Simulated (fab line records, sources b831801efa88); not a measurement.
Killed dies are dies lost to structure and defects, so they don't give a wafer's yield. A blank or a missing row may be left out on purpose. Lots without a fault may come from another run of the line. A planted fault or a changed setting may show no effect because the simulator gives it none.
fab line records | flow sky130
record lots=14 wafers=41 last_day=50
route steps=708 shown LDD_HVP@288 LDD_LDN@296 SD_P@324 PAD_OPEN@708
lots that met no fault: from a run of the same line without faults
start_h: hours from the record's first day to the start of the lot's first wafer shown | wait_h: hours since the lot's step before | " the same as in the row above | L1.1+2: a row that stands for several wafers | - no value, or no start given | * or withheld: withheld | < > ~ a bound
route shown NAME@n: a module of which the file shows steps, and the number in the route of the first | usual: mean/standard deviation of fault-free wafers | same: alike in all rows | chamber/n: place in a boat | sites: the reading at each site | _std_site: their standard deviation | _edge_site: outer sites' mean less inner sites' | radius_mm: how far each site lies from the wafer's centre | mask NAME#n: copy n | behind: the tool/chamber that last shaped the wafer | hold: why the lot was held/for how many hours/how that ended | device: the transistor (n, p or np) that didn't switch | end of line: the same wafers' tests at the end of the route | a step without rows: its recipe alone | killed: dies lost to structure and defects at the first sort, not the wafer's yield | map: a wafer's dies, x killed, . not, _ none there
set.NAME: the setting as run; set.NAME@STEP: as run at that earlier step | model.NAME: the simulator's own value behind a step, which no gauge read
steps of the route over a sample of lots; a table a step, a row a wafer
services: from which hour (start_h, from the record's first day; less than 0 if before it) a tool's chamber was out of use, for how many hours, and why
## steps
# step SKY_LDD_HVP_TW_MEAS_10
# usual LDD_HVP_TW=452/3.1
# columns lot.wafer tool chamber start_h wait_h LDD_HVP_TW
L487.3 film_metro-04 - 491.26 0.1 451
L487.5 " - " " 450
L487.6 " - " " 451
L488.1 film_metro-02 - 509.50 0.1 453
L488.2 " - " " 451
L488.5 " - " " 451
L489.2 film_metro-02 - 512.56 0.1 452
L489.3 " - " " 453
L489.5 " - " " 453
L490.1 film_metro-04 - 519.34 0.1 451
L490.4 " - " " 449
L490.5 " - " " 449
L491.1 film_metro-02 - 526.99 0.1 451
L491.2 " - " " 453
L491.5 " - " " 452
L492.1 film_metro-01 - 556.60 0.1 461
L492.2 " - " " 457
L492.6 " - " " 459
L493.2 film_metro-04 - 558.57 0.1 448
L493.3 " - " " 451
L493.6 " - " " 453
L496.1 film_metro-04 - 596.10 0.1 449
L496.2 " - " " 448
L496.5 " - " " 449
L497.2 film_metro-02 - 596.20 0.1 451
L497.4 " - " " 450
L497.6 " - " " 450
L498.1 film_metro-04 - 615.88 0.1 452
L498.2 " - " " 453
L498.3 " - " " 451
L500.1 film_metro-02 - 618.63 0.1 451
L500.4 " - " " 453
L501.1 film_metro-01 - 623.43 0.1 459
L501.2 " - " " 460
L501.5 " - " " 460
L504.1 film_metro-04 - 654.75 0.1 450
L504.3 " - " " 452
L504.4 " - " " 451
L509.3 film_metro-04 - 687.32 0.1 450
L509.4 " - " " 451
L509.5 " - " " 448
# step SKY_LDD_LDN_OVL_MEAS_07
# usual LDD_LDN_OVL=-0.2/1.4
# columns lot.wafer tool chamber start_h wait_h LDD_LDN_OVL[nm]
L487.3 overlay-02 - 521.37 0.1 0.3
L487.5 " - " " -1.6
L487.6 " - " " -3.7
L488.1 overlay-01 - 539.43 0.1 0.6
L488.2 " - " " 0.0
L488.5 " - " " -0.7
L489.2 overlay-02 - 543.53 0.1 -1.4
L489.3 " - " " -2.5
L489.5 " - " " -1.5
L490.1 overlay-02 - 549.53 0.1 0.0
L490.4 " - " " 1.4
L490.5 " - " " 1.7
L491.1 overlay-01 - 557.58 0.1 -1.9
L491.2 " - " " -0.1
L491.5 " - " " -1.6
L492.1 overlay-02 - 586.06 0.1 1.1
L492.2 " - " " 0.4
L492.6 " - " " 1.3
L493.2 overlay-02 - 587.89 0.1 1.4
L493.3 " - " " -0.4
L493.6 " - " " -0.3
L496.1 overlay-01 - 625.17 0.1 -1.1
L496.2 " - " " -2.0
L496.5 " - " " -0.5
L497.2 overlay-01 - 625.48 0.1 -0.5
L497.4 " - " " 0.2
L497.6 " - " " 0.1
L498.1 overlay-01 - 644.91 0.1 0.3
L498.2 " - " " 0.0
L498.3 " - " " 2.4
L500.1 overlay-01 - 647.27 0.1 1.2
L500.4 " - " " -0.8
L501.1 overlay-02 - 651.61 0.1 0.7
L501.2 " - " " -1.2
L501.5 " - " " 0.1
L504.1 overlay-02 - 682.96 0.1 1.9
L504.3 " - " " 0.7
L504.4 " - " " 1.4
L509.3 overlay-02 - 714.94 0.1 1.1
L509.4 " - " " 0.0
L509.5 " - " " -0.2
# step SKY_SD_P_EXPOSE_04
# recipe mask_id=PSDM na=0.6 source_shape=conventional sigma_outer=0.6 polarization=unpolarized target_cd_nm=380 dose_mj=138
# usual focus_offset_nm=0.0/0.47
# columns lot.wafer tool chamber start_h wait_h mask focus_offset_nm
L487.3 iline_stepper-02 0 568.68 - PSDM#0 0.1
L487.5 " 0 " " PSDM#0 0.1
L487.6 " 0 " " PSDM#0 0.2
L488.1 iline_stepper-01 0 586.87 - PSDM#0 0.0
L488.2 " 0 " " PSDM#0 0.5
L488.5 " 0 " " PSDM#0 -0.2
L489.2 iline_stepper-01 0 590.27 - PSDM#0 0.2
L489.3 " 0 " " PSDM#0 0.0
L489.5 " 0 " " PSDM#0 0.3
L490.1 iline_stepper-01 0 597.98 - PSDM#0 -0.3
L490.4 " 0 " " PSDM#0 -0.2
L490.5 " 0 " " PSDM#0 -0.6
L491.1 iline_stepper-01 0 603.22 - PSDM#0 -0.6
L491.2 " 0 " " PSDM#0 0.5
L491.5 " 0 " " PSDM#0 0.0
L492.1 iline_stepper-01 0 633.01 - PSDM#0 -0.6
L492.2 " 0 " " PSDM#0 -0.9
L492.6 " 0 " " PSDM#0 -0.8
L493.2 iline_stepper-02 0 635.97 - PSDM#0 -1.5
L493.3 " 0 " " PSDM#0 -0.9
L493.6 " 0 " " PSDM#0 -0.3
L496.1 iline_stepper-02 0 670.31 - PSDM#0 0.2
L496.2 " 0 " " PSDM#0 0.1
L496.5 " 0 " " PSDM#0 0.3
L497.2 iline_stepper-02 0 672.79 - PSDM#0 0.0
L497.4 " 0 " " PSDM#0 0.5
L497.6 " 0 " " PSDM#0 0.3
L498.1 iline_stepper-02 0 689.67 - PSDM#0 -0.6
L498.2 " 0 " " PSDM#0 0.5
L498.3 " 0 " " PSDM#0 -0.5
L500.1 iline_stepper-01 0 692.65 - PSDM#0 -0.2
L500.4 " 0 " " PSDM#0 0.9
L501.1 iline_stepper-02 0 696.69 - PSDM#0 -0.2
L501.2 " 0 " " PSDM#0 -1.2
L501.5 " 0 " " PSDM#0 0.0
L504.1 iline_stepper-01 0 728.42 - PSDM#0 0.8
L504.3 " 0 " " PSDM#0 0.6
L504.4 " 0 " " PSDM#0 1.3
L509.3 iline_stepper-01 0 760.53 - PSDM#0 0.3
L509.4 " 0 " " PSDM#0 -0.2
L509.5 " 0 " " PSDM#0 0.0
# step SKY_SD_P_OVL_MEAS_08
# usual SD_P_OVL=-1.0/1.6
# columns lot.wafer tool chamber start_h wait_h SD_P_OVL[nm]
L487.3 overlay-02 - 583.90 0.1 -1.9
L487.5 " - " " 0.3
L487.6 " - " " -0.4
L488.1 overlay-02 - 601.22 0.1 -2.2
L488.2 " - " " -0.8
L488.5 " - " " -2.7
L489.2 overlay-02 - 604.47 0.1 -0.1
L489.3 " - " " 2.1
L489.5 " - " " -0.1
L490.1 overlay-01 - 613.00 0.1 -0.2
L490.4 " - " " -2.0
L490.5 " - " " -2.6
L491.1 overlay-02 - 618.45 0.1 -1.3
L491.2 " - " " -2.7
L491.5 " - " " -3.4
L492.1 overlay-02 - 647.42 0.1 0.6
L492.2 " - " " -0.5
L492.6 " - " " -0.7
L493.2 overlay-02 - 650.32 0.1 -1.0
L493.3 " - " " -0.5
L493.6 " - " " -1.3
L496.1 overlay-01 - 683.25 0.1 0.7
L496.2 " - " " -0.9
L496.5 " - " " 0.0
L497.2 overlay-01 - 686.11 0.1 73.7
L497.4 " - " " 76.4
L497.6 " - " " 75.7
L498.1 overlay-01 - 704.97 0.1 72.7
L498.2 " - " " 72.8
L498.3 " - " " 72.4
L500.1 overlay-01 - 706.72 0.1 -0.8
L500.4 " - " " 0.4
L501.1 overlay-02 - 710.12 0.1 74.4
L501.2 " - " " 73.2
L501.5 " - " " 75.6
L504.1 overlay-02 - 740.77 0.1 -1.3
L504.3 " - " " -2.7
L504.4 " - " " -4.4
L509.3 overlay-01 - 772.15 0.1 -1.6
L509.4 " - " " -1.9
L509.5 " - " " -2.2
# step SKY_SD_P_TW_MEAS_11
# usual SD_P_TW=2819/17
# columns lot.wafer tool chamber start_h wait_h SD_P_TW
L487.3 film_metro-02 - 584.20 0.1 2827
L487.5 " - " " 2819
L487.6 " - " " 2812
L488.1 film_metro-03 - 601.50 0.1 2845
L488.2 " - " " 2865
L488.5 " - " " 2846
L489.2 film_metro-02 - 604.76 0.1 2806
L489.3 " - " " 2804
L489.5 " - " " 2820
L490.1 film_metro-04 - 613.29 0.1 2812
L490.4 " - " " 2814
L490.5 " - " " 2808
L491.1 film_metro-04 - 618.74 0.1 2819
L491.2 " - " " 2810
L491.5 " - " " 2804
L492.1 film_metro-03 - 647.70 0.1 2846
L492.2 " - " " 2829
L492.6 " - " " 2837
L493.2 film_metro-04 - 650.61 0.1 2806
L493.3 " - " " 2803
L493.6 " - " " 2813
L496.1 film_metro-02 - 683.54 0.1 2819
L496.2 " - " " 2796
L496.5 " - " " 2820
L497.2 film_metro-04 - 686.40 0.1 2820
L497.4 " - " " 2804
L497.6 " - " " 2810
L498.1 film_metro-04 - 705.26 0.1 2803
L498.2 " - " " 2809
L498.3 " - " " 2785
L500.1 film_metro-02 - 707.01 0.1 2834
L500.4 " - " " 2830
L501.1 film_metro-04 - 710.41 0.1 2797
L501.2 " - " " 2810
L501.5 " - " " 2822
L504.1 film_metro-03 - 741.06 0.1 2835
L504.3 " - " " 2853
L504.4 " - " " 2831
L509.3 film_metro-02 - 772.52 0.1 2836
L509.4 " - " " 2829
L509.5 " - " " 2833
# step SKY_PAD_OPEN_PROBE_99
# usual killed_at_M0_to_M3=43/7 killed_at_M4_up=3.3/1.8 killed_at_contacts=24/6.2 killed_at_front_end=16/4.7 killed_at_other=0.4/0.58 killed_dies=87/10 killed_open=47/6.4 killed_short=39/7
# same gross_dies=492 killed_at_back_side=0
# columns lot.wafer tool chamber start_h wait_h killed_at_M0_to_M3 killed_at_M4_up killed_at_contacts killed_at_front_end killed_at_other killed_dies killed_open killed_short
L488.1 prober-02 - 1082.26 0.1 50 3 19 14 0 86 44 41
L488.2 prober-02 - 1082.31 0.1 43 4 16 20 0 83 45 36
L488.5 prober-02 - 1082.46 0.2 33 1 29 20 0 83 42 39
L490.1 prober-02 - 1091.21 0.1 44 4 43 13 0 104 56 48
L490.4 prober-02 - 1091.36 0.2 34 6 28 15 0 83 49 34
L490.5 prober-02 - 1091.41 0.2 37 7 33 15 0 92 45 47
L491.1 prober-01 - 1099.93 0.1 39 0 36 18 1 94 48 45
L491.2 prober-01 - 1099.98 0.1 42 4 15 11 0 72 39 33
L491.5 prober-01 - 1100.13 0.2 38 2 20 28 1 89 52 35
L492.1 prober-02 - 1113.94 0.1 51 2 13 15 0 81 41 38
L492.2 prober-02 - 1113.99 0.1 46 3 22 8 0 79 49 29
L492.6 prober-02 - 1114.19 0.2 39 4 17 9 0 69 38 30
L496.1 prober-02 - 1145.29 0.1 39 4 24 13 1 81 45 34
L496.2 prober-02 - 1145.34 0.1 36 0 31 20 1 88 50 37
L496.5 prober-02 - 1145.49 0.2 41 6 22 11 1 81 46 34
L497.2 prober-01 - 1147.34 0.1 45 1 13 7 1 67 41 26
L497.4 prober-01 - 1147.44 0.2 36 2 22 12 0 72 41 30
L497.6 prober-01 - 1147.54 0.2 56 4 34 20 0 114 66 48
L498.1 prober-01 - 1159.30 0.1 36 0 15 12 0 63 37 26
L498.2 prober-01 - 1159.35 0.1 49 2 21 17 0 89 48 41
L498.3 prober-01 - 1159.40 0.2 50 2 19 15 1 87 49 38
L501.1 prober-01 - 1165.66 0.1 31 4 20 16 0 71 43 27
L501.2 prober-01 - 1165.71 0.1 43 7 22 23 0 95 51 40
L501.5 prober-01 - 1165.86 0.2 35 5 22 22 0 84 41 42
# killed by level:class
L488.1 VIA1:geometric_particle:open=12 METAL2:geometric_particle:short=10 VIA2:geometric_particle:open=8 CONTACT:geometric_particle:open=7 FIELD_ISO:geometric_particle:open=5 VIA3:geometric_particle:open=5 METAL1:geometric_particle:short=4 LI_CONTACT:geometric_particle:open=4
L488.2 VIA1:geometric_particle:open=13 METAL2:geometric_particle:short=9 FIELD_ISO:geometric_particle:open=8 FIELD_ISO:geometric_particle:short=7 CONTACT:geometric_particle:short=5 CONTACT:geometric_particle:open=5 METAL2:geometric_particle:open=4 VIA3:geometric_particle:open=4
L488.5 CONTACT:geometric_particle:open=14 LI_CONTACT:geometric_particle:open=7 FIELD_ISO:geometric_particle:open=6 VIA1:geometric_particle:short=6 VIA1:geometric_particle:open=5 VIA2:geometric_particle:open=5 FIELD_ISO:geometric_particle:short=4 POLY_GATE:geometric_particle:short=4
L490.1 LI_CONTACT:geometric_particle:open=17 VIA1:geometric_particle:open=13 METAL2:geometric_particle:short=10 CONTACT:geometric_particle:open=10 LOCAL_INTERCONNECT:geometric_particle:short=6 CONTACT:geometric_particle:short=6 METAL3:geometric_particle:short=5 FIELD_ISO:geometric_particle:open=4
L490.4 CONTACT:geometric_particle:open=13 LI_CONTACT:geometric_particle:open=11 VIA1:geometric_particle:open=7 POLY_GATE:geometric_particle:short=6 VIA2:geometric_particle:open=6 VIA1:geometric_particle:short=5 METAL4:geometric_particle:short=5 FIELD_ISO:geometric_particle:open=4
L490.5 CONTACT:geometric_particle:open=12 VIA1:geometric_particle:open=9 VIA1:geometric_particle:short=7 METAL4:geometric_particle:short=7 LI_CONTACT:geometric_particle:open=6 METAL1:geometric_particle:short=5 LI_CONTACT:geometric_particle:short=5 LOCAL_INTERCONNECT:geometric_particle:short=5
L491.1 CONTACT:geometric_particle:short=9 CONTACT:geometric_particle:open=9 FIELD_ISO:geometric_particle:open=8 LI_CONTACT:geometric_particle:open=8 LOCAL_INTERCONNECT:geometric_particle:short=7 POLY_GATE:geometric_particle:short=6 METAL1:geometric_particle:short=6 VIA1:geometric_particle:open=6
L491.2 VIA1:geometric_particle:open=11 VIA3:geometric_particle:open=6 METAL2:geometric_particle:short=6 LOCAL_INTERCONNECT:geometric_particle:short=5 VIA2:geometric_particle:open=5 METAL4:geometric_particle:short=4 POLY_GATE:geometric_particle:open=3 POLY_GATE:geometric_particle:short=3
L491.5 FIELD_ISO:geometric_particle:open=8 METAL1:geometric_particle:short=8 LI_CONTACT:geometric_particle:open=7 VIA1:geometric_particle:open=7 POLY_GATE:geometric_particle:short=6 CONTACT:geometric_particle:open=6 VIA2:geometric_particle:open=6 VIA3:geometric_particle:open=6
L492.1 VIA1:geometric_particle:open=12 VIA1:geometric_particle:short=9 VIA2:geometric_particle:open=7 CONTACT:geometric_particle:open=7 VIA3:geometric_particle:open=7 METAL1:geometric_particle:short=6 METAL2:geometric_particle:short=5 FIELD_ISO:geometric_particle:short=4
L492.2 VIA1:geometric_particle:open=14 VIA2:geometric_particle:open=8 CONTACT:geometric_particle:open=8 VIA3:geometric_particle:open=8 LI_CONTACT:geometric_particle:open=7 VIA2:geometric_particle:short=6 VIA1:geometric_particle:short=4 POLY_GATE:geometric_particle:short=3
L492.6 LI_CONTACT:geometric_particle:open=9 VIA1:geometric_particle:open=7 VIA2:geometric_particle:open=7 METAL2:geometric_particle:short=6 METAL1:geometric_particle:short=4 VIA3:geometric_particle:open=4 FIELD_ISO:geometric_particle:short=3 CONTACT:geometric_particle:open=3
L496.1 LI_CONTACT:geometric_particle:open=11 METAL2:geometric_particle:short=7 VIA1:geometric_particle:open=5 VIA2:geometric_particle:open=5 LOCAL_INTERCONNECT:geometric_particle:short=5 CONTACT:geometric_particle:open=5 VIA3:geometric_particle:open=5 METAL3:geometric_particle:short=4
L496.2 CONTACT:geometric_particle:open=12 VIA1:geometric_particle:open=9 LI_CONTACT:geometric_particle:open=8 CONTACT:geometric_particle:short=7 FIELD_ISO:geometric_particle:short=6 FIELD_ISO:geometric_particle:open=5 POLY_GATE:geometric_particle:open=5 VIA2:geometric_particle:open=5
L496.5 VIA1:geometric_particle:open=13 LI_CONTACT:geometric_particle:open=7 METAL2:geometric_particle:short=6 VIA3:geometric_particle:open=6 CONTACT:geometric_particle:short=5 CONTACT:geometric_particle:open=5 POLY_GATE:geometric_particle:open=4 VIA3:geometric_particle:short=4
L497.2 VIA1:geometric_particle:open=10 VIA3:geometric_particle:open=9 VIA2:geometric_particle:open=6 LI_CONTACT:geometric_particle:open=5 VIA1:geometric_particle:short=5 VIA3:geometric_particle:short=5 CONTACT:geometric_particle:open=4 METAL2:geometric_particle:short=4
L497.4 VIA1:geometric_particle:open=8 VIA3:geometric_particle:open=8 LI_CONTACT:geometric_particle:open=7 CONTACT:geometric_particle:open=6 FIELD_ISO:geometric_particle:open=4 VIA3:geometric_particle:short=4 CONTACT:geometric_particle:short=4 VIA1:geometric_particle:short=4
L497.6 VIA1:geometric_particle:open=13 VIA2:geometric_particle:open=11 LI_CONTACT:geometric_particle:open=11 CONTACT:geometric_particle:open=9 LOCAL_INTERCONNECT:geometric_particle:short=7 POLY_GATE:geometric_particle:short=6 METAL2:geometric_particle:short=6 FIELD_ISO:geometric_particle:open=5
L498.1 VIA1:geometric_particle:open=9 VIA2:geometric_particle:open=6 METAL2:geometric_particle:short=4 LOCAL_INTERCONNECT:geometric_particle:short=4 CONTACT:geometric_particle:short=4 METAL1:geometric_particle:short=4 FIELD_ISO:geometric_particle:short=3 POLY_GATE:geometric_particle:open=3
L498.2 METAL1:geometric_particle:short=10 VIA1:geometric_particle:open=8 METAL2:geometric_particle:short=8 LI_CONTACT:geometric_particle:open=7 VIA2:geometric_particle:open=7 VIA3:geometric_particle:open=6 CONTACT:geometric_particle:open=5 FIELD_ISO:geometric_particle:short=4
L498.3 VIA1:geometric_particle:open=15 CONTACT:geometric_particle:open=9 VIA1:geometric_particle:short=6 VIA2:geometric_particle:open=6 FIELD_ISO:geometric_particle:short=4 POLY_GATE:geometric_particle:short=4 METAL1:geometric_particle:short=4 METAL3:geometric_particle:short=4
L501.1 VIA1:geometric_particle:open=10 VIA2:geometric_particle:open=6 LI_CONTACT:geometric_particle:open=6 POLY_GATE:geometric_particle:open=4 POLY_GATE:geometric_particle:short=4 CONTACT:geometric_particle:short=4 CONTACT:geometric_particle:open=4 FIELD_ISO:geometric_particle:open=3
L501.2 VIA1:geometric_particle:open=15 CONTACT:geometric_particle:open=9 FIELD_ISO:geometric_particle:short=7 FIELD_ISO:geometric_particle:open=6 METAL1:geometric_particle:short=6 METAL2:geometric_particle:short=5 VIA2:geometric_particle:open=5 METAL4:geometric_particle:short=5
L501.5 VIA1:geometric_particle:open=8 FIELD_ISO:geometric_particle:open=6 POLY_GATE:geometric_particle:short=6 CONTACT:geometric_particle:open=6 VIA2:geometric_particle:open=6 LI_CONTACT:geometric_particle:open=5 CONTACT:geometric_particle:short=5 FIELD_ISO:geometric_particle:short=4
## services
# columns tool chamber start_h hours kind
iline_stepper-01 0 567.86 - calibration
iline_stepper-02 - 589.09 1.7 pm
iline_stepper-01 - 615.91 3.8 repair
iline_stepper-01 - 642.91 2.1 pm
iline_stepper-01 - 644.99 - consumable_replace:lamp
iline_stepper-02 - 661.76 4.4 pm
iline_stepper-02 0 698.51 - calibration
iline_stepper-01 - 710.40 1.7 pm
iline_stepper-02 - 733.09 12.2 repair
## key
first_sign step=SKY_SD_P_OVL_MEAS_08 reading=SD_P_OVL direction=up sigmas=47 usual=-1.0 struck=74.1
effect none on later readings
met_at SKY_SD_P_EXPOSE_04
struck_lots L497,L498,L501
tester_left_out L497,L498,L501
not_acting_at SKY_LDD_HVP_TW_MEAS_10,SKY_LDD_LDN_OVL_MEAS_07,SKY_SD_P_TW_MEAS_11
onset_between 670.31 672.79
fault kind=scanner_matching_overlay tool=iline_stepper-02 chamber=- onset_h=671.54 steps=SKY_SD_P_EXPOSE_04 offset=73.411
# tester_left_out: of these lots the tester's yield and bins aren't shown, on N5 and GAA mostly nor the transistor test; their killed dies are dies lost to structure and defects alone, not to doping, threshold or leakage, so they don't give the yield
